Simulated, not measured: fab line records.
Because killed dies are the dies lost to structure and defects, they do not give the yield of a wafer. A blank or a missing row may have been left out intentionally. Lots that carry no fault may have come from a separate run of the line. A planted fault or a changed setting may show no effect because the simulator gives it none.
fab line records	flow sky130
record: lots: 7	wafers: 21	last-day: 49
route steps=708 shown RES_XHIGH@334 SD_N@342 PAD_OPEN@708
lots with no fault: from the same line, run without faults
start-h: hours from the record's opening day to when the first of the lot's shown wafers began	wait-h: hours since the lot's step before	" unchanged from the row above	L1.1+2: one row covering several wafers at once	- value missing, or start not given	* or withheld: withheld	< > ~ a bound
route shown NAME@n: NAME is a module with steps in the file, n the number in the route of the first one	usual: the fault-free wafers' mean and standard deviation	same: alike in all rows	chamber/n: place in a boat	sites: readings site by site	_std_site: standard deviation of those values	_edge_site: outer sites' mean less inner sites'	radius-mm: for every site, how far away it sits from the centre of the wafer	mask NAME#n: copy n	behind: the tool/chamber that last shaped the wafer	hold: the reason the lot was held/the length of the hold in hours/how it ended	device: which transistor (n, p or np) failed to switch	end of line: at the end of the route, the tests of the same wafers	a step with no rows: only its recipe	killed: dies that structure and defects cost at the first sort, which is not the same as the wafer's yield	map: per-die view of a wafer (x killed, . not killed, _ where there is no die)
set.NAME: the setting the step ran with; set.NAME@STEP: the setting that earlier step ran with	model.NAME: the simulator's own value behind a step, which no gauge read
lots at some steps of the route; a table a step, a row a wafer
services: a tool's chamber out of use, with start hour (start-h, from the record's first day; less than 0 if before it), hours out, and reason
== steps ==
step: SKY_RES_XHIGH_COAT_02
recipe: resist: NOVOLAK	spin-rpm: 3000	resist-thk-nm: 1140
step: SKY_RES_XHIGH_SOFTBAKE_03
recipe: temp-c: 90	time-s: 60	resist: NOVOLAK
step: SKY_RES_XHIGH_EXPOSE_04
recipe: mask-id: URPM	na: 0.6	source-shape: conventional	sigma-outer: 0.6	polarization: unpolarized	target-cd-nm: 1270	dose-mj: 140
step: SKY_RES_XHIGH_PEB_05
recipe: temp-c: withheld	time-s: *	resist: NOVOLAK
step: SKY_RES_XHIGH_DEVELOP_06
recipe: resist: NOVOLAK	developer: TMAH	develop-time-s: 60	dev-temp-c: 23
step: SKY_RES_XHIGH_IMPLANT_07
recipe: species: BF2	energy-kev: 20	dose-cm2: 3.6e+14	tilt-deg: 0
step: SKY_RES_XHIGH_STRIP_08
recipe: chemistry: O2/N2	power-w: 1400	pressure-mtorr: 1500	platen-temp-c: withheld	o2-flow-sccm: 3000	n2-flow-sccm: 300	overash-fraction: 0.5
usual: drypump-motor-current-A: 5.6/0.32	n2-flow-sccm: 300.0/0.94	oes-product-au: 0.711/0.0044	strip-time-to-endpoint-s: 14.27/0.043
same: overash-fraction: 0.5
lot.wafer	tool	chamber	start-h	wait-h	drypump-motor-current-A	n2-flow-sccm	oes-product-au	rf-hours-counter-h	strip-time-to-endpoint-s
L997.1	plasma-asher-03	1	636.45	0.1	5.9	299.4	0.717	95	14.26
L997.3	"	1	"	"	5.8	299.7	0.702	-	14.29
L997.6	"	0	"	"	4.9	300.7	0.704	-	14.31
L999.1	plasma-asher-02	0	661.75	0.1	5.9	299.5	0.709	83	14.19
L999.3	"	1	"	"	5.5	300.2	0.711	-	14.23
L999.6	"	0	"	"	5.9	299.1	0.719	-	14.26
L100.1	plasma-asher-02	0	662.51	0.1	5.9	301.4	0.718	83	14.32
L100.2	"	1	"	"	5.5	299.5	0.706	83	14.29
L100.4	"	0	"	"	5.9	299.2	0.711	-	14.34
L102.1	plasma-asher-01	1	676.46	0.1	5.3	300.1	0.716	24	14.25
L102.2	"	0	"	"	5.3	299.7	0.713	24	14.24
L102.6	"	0	"	"	5.3	300.6	0.705	-	14.25
L105.2	plasma-asher-01	0	700.45	0.1	5.2	299.6	0.713	27	14.31
L105.4	"	1	"	"	5.3	300.6	0.714	-	14.32
L105.6	"	1	"	"	5.3	300.2	0.716	-	14.31
L106.1	plasma-asher-02	0	716.61	0.1	5.8	298.8	0.713	88	14.16
L106.4	"	1	"	"	5.5	300.3	0.708	-	14.21
L106.5	"	0	"	"	5.8	299.3	0.705	-	14.20
L111.2	plasma-asher-02	0	783.05	0.1	5.9	300.9	0.706	97	14.31
L111.5	"	0	"	"	5.8	300.7	0.708	-	14.25
L111.6	"	1	"	"	5.5	300.1	0.714	-	14.25
step: SKY_RES_XHIGH_TW_MEAS_09
usual: RES_XHIGH_TW: 1648/15
lot.wafer	tool	chamber	start-h	wait-h	RES_XHIGH_TW
L997.1	film-metro-01	-	636.55	0.1	1632
L997.3	"	-	"	"	1627
L997.6	"	-	"	"	1630
L999.1	film-metro-01	-	661.85	0.1	1634
L999.3	"	-	"	"	1632
L999.6	"	-	"	"	1618
L100.1	film-metro-04	-	662.61	0.1	1647
L100.2	"	-	"	"	1647
L100.4	"	-	"	"	1647
L102.1	film-metro-04	-	676.56	0.1	1644
L102.2	"	-	"	"	1639
L102.6	"	-	"	"	1654
L105.2	film-metro-03	-	700.56	0.1	1657
L105.4	"	-	"	"	1653
L105.6	"	-	"	"	1657
L106.1	film-metro-01	-	716.71	0.1	1636
L106.4	"	-	"	"	1624
L106.5	"	-	"	"	1630
L111.2	film-metro-04	-	783.16	0.1	1653
L111.5	"	-	"	"	1656
L111.6	"	-	"	"	1659
step: SKY_SD_N_DEHYDRATE_00
recipe: temp-c: 200	time-s: 60
step: SKY_SD_N_HMDS_01
recipe: prime-time-s: 60	prime-temp-c: 120
step: SKY_SD_N_COAT_02
recipe: resist: NOVOLAK	spin-rpm: 3000	resist-thk-nm: 1140
step: SKY_SD_N_SOFTBAKE_03
recipe: temp-c: 90	time-s: 60	resist: NOVOLAK
step: SKY_SD_N_EXPOSE_04
recipe: mask-id: NSDM	na: 0.6	source-shape: conventional	sigma-outer: 0.6	polarization: unpolarized	target-cd-nm: 380	dose-mj: 141
usual: reticle-temp-C: 23.01/0.1
lot.wafer	tool	chamber	start-h	wait-h	mask	reticle-temp-C	model.SD_N.overlay-x-nm
L997.1	iline-stepper-01	0	650.58	-	NSDM#0	23.21	-1.171
L997.3	"	0	"	"	NSDM#0	22.96	-1.171
L997.6	"	0	"	"	NSDM#0	23.06	-1.171
L999.1	iline-stepper-02	0	675.11	-	NSDM#0	23.08	-0.2599
L999.3	"	0	"	"	NSDM#0	23.04	-0.2599
L999.6	"	0	"	"	NSDM#0	23.14	-0.2599
L100.1	iline-stepper-02	0	676.01	-	NSDM#0	23.05	171.8
L100.2	"	0	"	"	NSDM#0	22.95	171.8
L100.4	"	0	"	"	NSDM#0	22.90	171.8
L102.1	iline-stepper-02	0	691.03	-	NSDM#0	23.06	172.2
L102.2	"	0	"	"	NSDM#0	23.01	172.2
L102.6	"	0	"	"	NSDM#0	22.85	172.2
L105.2	iline-stepper-01	0	713.53	-	NSDM#0	23.20	-0.4567
L105.4	"	0	"	"	NSDM#0	23.12	-0.4567
L105.6	"	0	"	"	NSDM#0	23.01	-0.4567
L106.1	iline-stepper-02	0	729.79	-	NSDM#0	22.89	172
L106.4	"	0	"	"	NSDM#0	22.85	172
L106.5	"	0	"	"	NSDM#0	22.91	172
L111.2	iline-stepper-01	0	796.41	-	NSDM#0	22.91	-0.1028
L111.5	"	0	"	"	NSDM#0	22.98	-0.1028
L111.6	"	0	"	"	NSDM#0	23.07	-0.1028
step: SKY_SD_N_PEB_05
recipe: temp-c: withheld	time-s: *	resist: NOVOLAK
step: SKY_SD_N_DEVELOP_06
recipe: resist: NOVOLAK	developer: TMAH	develop-time-s: 60	dev-temp-c: 23
step: SKY_SD_N_CD_MEAS_07
recipe: target-cd-nm: 380
usual: cd-nm: 379.9/2.3
lot.wafer	tool	chamber	start-h	wait-h	cd-nm
L997.1	cd-sem-02	-	664.56	0.1	376.1
L997.3	"	-	"	"	375.3
L997.6	"	-	"	"	376.2
L999.1	cd-sem-01	-	688.96	0.1	374.0
L999.3	"	-	"	"	377.5
L999.6	"	-	"	"	376.7
L100.1	cd-sem-01	-	690.15	0.1	380.6
L100.2	"	-	"	"	381.2
L100.4	"	-	"	"	381.0
L102.1	cd-sem-01	-	703.55	0.1	384.1
L102.2	"	-	"	"	382.2
L102.6	"	-	"	"	381.3
L105.2	cd-sem-02	-	727.23	0.1	377.5
L105.4	"	-	"	"	377.0
L105.6	"	-	"	"	380.5
L106.1	cd-sem-01	-	743.71	0.1	376.5
L106.4	"	-	"	"	375.2
L106.5	"	-	"	"	379.7
L111.2	cd-sem-02	-	809.63	0.1	382.0
L111.5	"	-	"	"	380.5
L111.6	"	-	"	"	381.8
step: SKY_SD_N_OVL_MEAS_08
usual: SD_N_OVL: -0.7/1.5
lot.wafer	tool	chamber	start-h	wait-h	SD_N_OVL[nm]
L997.1	overlay-02	-	664.68	0.1	-2.2
L997.3	"	-	"	"	-2.3
L997.6	"	-	"	"	-6.0
L999.1	overlay-01	-	689.08	0.1	-0.5
L999.3	"	-	"	"	-1.4
L999.6	"	-	"	"	0.0
L100.1	overlay-01	-	690.27	0.1	171.6
L100.2	"	-	"	"	172.1
L100.4	"	-	"	"	171.5
L102.1	overlay-01	-	703.67	0.1	169.6
L102.2	"	-	"	"	168.3
L102.6	"	-	"	"	168.9
L105.2	overlay-01	-	727.34	0.1	-0.4
L105.4	"	-	"	"	-0.1
L105.6	"	-	"	"	-1.4
L106.1	overlay-01	-	743.83	0.1	171.1
L106.4	"	-	"	"	172.3
L106.5	"	-	"	"	169.5
L111.2	overlay-02	-	809.74	0.1	-0.7
L111.5	"	-	"	"	1.1
L111.6	"	-	"	"	0.1
step: SKY_SD_N_IMPLANT_09
recipe: species: As	energy-kev: 50	dose-cm2: 4e+15	tilt-deg: 0
step: SKY_PAD_OPEN_PROBE_99
usual: killed_at_M0_to_M3: 42/6.3	killed_at_M4_up: 3.2/1.9	killed-at-contacts: 24/5.8	killed-at-front-end: 15/4.3	killed-at-other: 0.2/0.62	killed-dies: 85/9.3	killed-on-rim: 16/3.3	killed-open: 46/6.8	killed-short: 38/6.1
same: gross-dies: 492	killed-at-back-side: 0
lot.wafer	tool	chamber	start-h	wait-h	killed_at_M0_to_M3	killed_at_M4_up	killed-at-contacts	killed-at-front-end	killed-at-other	killed-dies	killed-on-rim	killed-open	killed-short
L100.1	prober-02	-	1101.14	0.1	48	3	20	253	2	326	62	51	38
L100.2	prober-02	-	1101.19	0.1	41	4	36	229	0	310	62	47	47
L100.4	prober-02	-	1101.29	0.2	35	3	26	255	0	319	57	42	36
L102.1	prober-02	-	1112.86	0.1	46	5	17	267	0	335	67	45	33
L102.2	prober-02	-	1112.91	0.1	55	1	24	232	0	312	62	58	32
L102.6	prober-02	-	1113.11	0.2	44	5	20	267	0	336	60	50	32
L105.2	prober-01	-	1127.99	0.1	35	6	18	19	0	78	15	38	39
L105.4	prober-01	-	1128.09	0.2	37	3	18	23	0	81	12	42	38
L105.6	prober-01	-	1128.19	0.2	39	1	23	22	0	85	16	42	43
L106.1	prober-02	-	1139.44	0.1	40	3	19	282	1	345	70	46	33
L106.4	prober-02	-	1139.59	0.2	47	4	13	256	0	320	59	43	35
L106.5	prober-02	-	1139.64	0.2	37	4	19	251	0	311	63	48	29
L111.2	prober-01	-	1184.46	0.1	37	6	16	17	0	76	17	40	36
L111.5	prober-01	-	1184.61	0.2	46	2	24	15	0	87	19	52	35
L111.6	prober-01	-	1184.66	0.2	50	3	32	14	0	99	18	52	47
killed by level:class
L100.1 SD_N:overlay=237 VIA1:geometric-particle:open=15 FIELD_ISO:geometric-particle:short=9 LI_CONTACT:geometric-particle:open=8 VIA2:geometric-particle:open=8 METAL2:geometric-particle:short=6 CONTACT:geometric-particle:open=6 VIA3:geometric-particle:open=6
L100.2 SD_N:overlay=216 CONTACT:geometric-particle:open=14 CONTACT:geometric-particle:short=9 LOCAL_INTERCONNECT:geometric-particle:short=8 VIA1:geometric-particle:open=8 VIA1:geometric-particle:short=6 METAL2:geometric-particle:short=6 FIELD_ISO:geometric-particle:open=5
L100.4 SD_N:overlay=241 CONTACT:geometric-particle:open=9 CONTACT:geometric-particle:short=9 VIA1:geometric-particle:open=8 VIA3:geometric-particle:open=6 LI_CONTACT:geometric-particle:open=5 METAL2:geometric-particle:short=5 FIELD_ISO:geometric-particle:open=4
L102.1 SD_N:overlay=254 VIA2:geometric-particle:open=10 VIA1:geometric-particle:open=8 CONTACT:geometric-particle:open=7 METAL1:geometric-particle:short=7 VIA3:geometric-particle:open=7 CONTACT:geometric-particle:short=5 POLY_GATE:geometric-particle:open=4
L102.2 SD_N:overlay=220 VIA1:geometric-particle:open=13 VIA3:geometric-particle:open=9 CONTACT:geometric-particle:open=9 LI_CONTACT:geometric-particle:open=8 VIA2:geometric-particle:open=8 METAL1:geometric-particle:short=7 FIELD_ISO:geometric-particle:open=6
L102.6 SD_N:overlay=254 VIA1:geometric-particle:open=13 LI_CONTACT:geometric-particle:open=7 CONTACT:geometric-particle:open=6 METAL1:geometric-particle:short=6 VIA1:geometric-particle:short=6 LOCAL_INTERCONNECT:geometric-particle:short=5 VIA3:geometric-particle:open=5
L105.2 VIA1:geometric-particle:open=8 METAL1:geometric-particle:short=7 CONTACT:geometric-particle:open=6 SPACER:geometric-particle:open=5 METAL2:geometric-particle:short=5 LI_CONTACT:geometric-particle:short=5 FIELD_ISO:geometric-particle:short=4 SPACER:geometric-particle:short=4
L105.4 FIELD_ISO:geometric-particle:short=9 VIA2:geometric-particle:open=9 LI_CONTACT:geometric-particle:open=7 METAL2:geometric-particle:short=7 POLY_GATE:geometric-particle:open=6 VIA3:geometric-particle:open=6 VIA1:geometric-particle:open=6 VIA1:geometric-particle:short=4
L105.6 CONTACT:geometric-particle:open=9 VIA2:geometric-particle:short=8 FIELD_ISO:geometric-particle:short=7 VIA2:geometric-particle:open=7 LOCAL_INTERCONNECT:geometric-particle:short=5 LI_CONTACT:geometric-particle:open=4 FIELD_ISO:geometric-particle:open=4 VIA3:geometric-particle:open=4
L106.1 SD_N:overlay=262 VIA1:geometric-particle:open=11 CONTACT:geometric-particle:open=8 POLY_GATE:geometric-particle:short=6 METAL1:geometric-particle:short=6 VIA2:geometric-particle:open=6 FIELD_ISO:geometric-particle:open=4 LI_CONTACT:geometric-particle:open=4
L106.4 SD_N:overlay=241 VIA2:geometric-particle:open=9 VIA1:geometric-particle:open=9 VIA1:geometric-particle:short=7 POLY_GATE:geometric-particle:open=6 METAL1:geometric-particle:short=6 VIA3:geometric-particle:open=6 CONTACT:geometric-particle:open=4
L106.5 SD_N:overlay=231 VIA2:geometric-particle:open=10 CONTACT:geometric-particle:open=8 VIA1:geometric-particle:open=7 POLY_GATE:geometric-particle:open=5 POLY_GATE:geometric-particle:short=5 LI_CONTACT:geometric-particle:open=5 METAL1:geometric-particle:short=5
L111.2 VIA1:geometric-particle:open=10 POLY_GATE:geometric-particle:open=7 LI_CONTACT:geometric-particle:open=6 METAL2:geometric-particle:short=5 VIA3:geometric-particle:short=5 CONTACT:geometric-particle:short=4 VIA1:geometric-particle:short=4 VIA2:geometric-particle:short=4
L111.5 VIA3:geometric-particle:open=11 VIA1:geometric-particle:open=9 CONTACT:geometric-particle:open=8 LI_CONTACT:geometric-particle:open=7 FIELD_ISO:geometric-particle:short=5 METAL1:geometric-particle:short=5 VIA1:geometric-particle:short=4 VIA2:geometric-particle:open=4
L111.6 CONTACT:geometric-particle:open=14 VIA1:geometric-particle:open=9 VIA3:geometric-particle:open=8 VIA1:geometric-particle:short=7 CONTACT:geometric-particle:short=6 FIELD_ISO:geometric-particle:short=5 LI_CONTACT:geometric-particle:open=5 VIA2:geometric-particle:open=5
map L100.1 (x killed, . not)
__________xxx..x.x.x_________
________xxxxx..xx.x..x_______
______x..xxxxxxxxxxxxxx._____
_____.xxxx..x.x.xx..x.x.x____
____xx.x.x..xxxx..x.xxxxxx___
___xxx.xxx.xxx..x...xxx.x..__
__x.x..x..xxx.xxxx.xxxx.x.xx_
_xxx.xxxx.x.x.xx.xx.xx.xx..x.
_xxxxxx.x.xxx.x.xxxxxxxx...xx
_..x.xx..xxx..x..xx..x.xxxxxx
_xx.xxx..xx.xxxx.x.xxx.xxxxxx
_xx..xxxxxx.xx.xxxxxx.xx.xx.x
_xx.x...xxxxxxx.x..x.xx..xxxx
_xxx.x.x...x.x.xx.x..xxxxxxxx
_xx..xxxxxxxxx..x.x.xx.xxxxx.
__..x.x...xxxx...x..xxxx...._
___..x.xxx.xxxx...xxxxxxx.x__
____xxx.x.xxxx...x.xxx..xx___
_____x..xxx.xxxx.xx.xx...____
______xx..xxxxxxxxxxxx.x_____
________xx.xxx.xxxx..x_______
__________xxxx.xxx.x_________
map L102.6 (x killed, . not)
__________.xxxxxx.x._________
________x..x..x.xxx.xx_______
______..x.x.xxxxx.x...x._____
_____.xx.xxx...x..xxxxxx.____
____.xxxx.x.xxxxxx.xxxx.xx___
___..xxx.x.xx.xxxx.xx.xxxxx__
__xxxxxxxx..xxx.xx..xxxxx..x_
_xxx.xxxx..x..x...xxxx.xx.x.x
_xxx..xxxxxx.xx.xxxxxx.xx.xxx
_.xxx.xxx.x.x.x...xxxx.xxxxx.
_xx..xxx...xx..xxxxx.xx.xx.x.
_..xxxxxxx.xxx.xxxx..xxx...x.
_..xx...x.xxxx....xxx.xxxxxxx
_x..xx..xx.xxxxxx..xxxxxxxxxx
_.xxxxxx.xxxx..xxxxxxx.xx.xx.
__x.xxx.x.....xx.....xxx.x.x_
___.xx.x.xxxxxxxxxxxxxxxxx.__
____xxxx.xxxxxxxxx.xxxxxx.___
_____x.x.xxxxxxxxx.xx...x____
______.xxx.x..xxx.xxxxxx_____
________xx..xxxx..x.xx_______
__________.xxxxxxxxx_________
== services ==
tool	chamber	start-h	hours	kind
plasma-asher-02	-	624.75	4.5	repair
iline-stepper-01	-	655.02	4.6	repair
iline-stepper-02	0	663.51	-	calibration
iline-stepper-02	-	683.43	2.1	repair
plasma-asher-03	-	725.31	4.1	repair
plasma-asher-03	-	733.75	9.0	pm
plasma-asher-03	0	733.75	9.0	vent-cycle
plasma-asher-03	1	733.75	9.0	vent-cycle
plasma-asher-03	0	742.75	-	clean
plasma-asher-03	1	742.75	-	clean
plasma-asher-01	-	746.49	15.6	pm
iline-stepper-02	-	781.48	1.7	pm
plasma-asher-03	-	783.23	1.3	repair
== key ==
first-sign: step: SKY_SD_N_OVL_MEAS_08	reading: SD_N_OVL	direction: up	sigmas: 99+	usual: -0.7	struck: 170.5
effect: step: SKY_PAD_OPEN_PROBE_99	reading: killed-at-front-end	direction: up	sigmas: 56	usual: 15	struck: 255
model-effect: step: SKY_SD_N_EXPOSE_04	value: SD_N.overlay-x-nm	without: 0.3017	struck: 172
more-kills-born-at: SKY_SD_N_EXPOSE_04@iline-stepper-02: 2156
met-at SKY_SD_N_EXPOSE_04
struck-wafers L100.1,L100.2,L100.4,L102.1,L102.2,L102.6,L106.1,L106.4,L106.5
tester-left-out L100,L102,L106
onset-between 675.11 676.01
fault: kind: scanner-matching-overlay	tool: iline-stepper-02	chamber: -	onset-h: 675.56	steps: SKY_SD_N_EXPOSE_04	offset: 171.71
tester-left-out: of these lots the tester's yield and bins aren't shown, on N5 and GAA mostly nor the transistor test; their killed dies are dies lost to structure and defects alone, not to doping, threshold or leakage, so they don't give the yield
